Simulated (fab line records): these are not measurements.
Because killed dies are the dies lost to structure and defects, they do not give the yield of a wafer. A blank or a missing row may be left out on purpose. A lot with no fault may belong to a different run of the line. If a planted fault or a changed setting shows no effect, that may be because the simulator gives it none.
Which tool was responsible? ; flow sky130 ; route of 708 steps, sampled at 1 step: 11 lots, 33 wafers

## WHAT THE GAUGES SHOWED, per wafer
SKY_LI_CONTACT_THK_MEAS_23: measures by xrf.
lot;measured;on;LI_CONTACT_W_THK (nm)
L403;day 29 04:02;film_metro-04;418 404 428
L404;day 29 06:29;film_metro-04;402 407 406
L406;day 30 05:37;film_metro-01;404 418 400
L407;day 30 14:15;film_metro-03;403 403 401
L408;day 31 03:22;film_metro-01;411 418 416
L410;day 31 13:53;film_metro-01;423 429 406
L412;day 32 10:17;film_metro-03;407 404 403
L418;day 34 22:54;film_metro-04;418 409 424
L414;day 35 00:51;film_metro-01;411 395 394
L415;day 35 06:15;film_metro-04;398 410 408
L423;day 36 00:39;film_metro-01;405 415 418

## WHAT TOOL EACH LOT RAN ON (gives the tool, then ch and the chambers of the sampled wafers, and finally the start)
Before these readings, the record contains no process step.

## AS READ BY THE TOOLS THEMSELVES (means over the sampled wafers that have a number; for cases with no such wafer, the mark the record gives instead)
The record holds no such reading with a usual standard deviation.

## THE ANSWER, worked out from the rows above alone
Rule: the lots themselves supply what counts as usual. The widest of any qualifying gaps counts: lots, ordered by their means at a reading, are off when they make up no more than a third of the lots, leave a main group of 4 or more, and stand apart from it by 3 or more times the standard deviation of that group's means. A main group is skipped when, at the precision printed for the reading in the tables above, its means are all equal. A lot without any number at a reading at which 4 lots or more have one is off too. Any other lot the step has rows for is counted as sound. The gauges are gone through in route order, then the tools' own readings, and for those a lot's mean is taken as printed above. At the first step where some lot is off, the reading lying furthest off is the one used; lots without a number count as furthest.
None of the lots is off at any reading shown; this tells nothing.

## WHAT WAS PUT IN BY THE SIMULATOR
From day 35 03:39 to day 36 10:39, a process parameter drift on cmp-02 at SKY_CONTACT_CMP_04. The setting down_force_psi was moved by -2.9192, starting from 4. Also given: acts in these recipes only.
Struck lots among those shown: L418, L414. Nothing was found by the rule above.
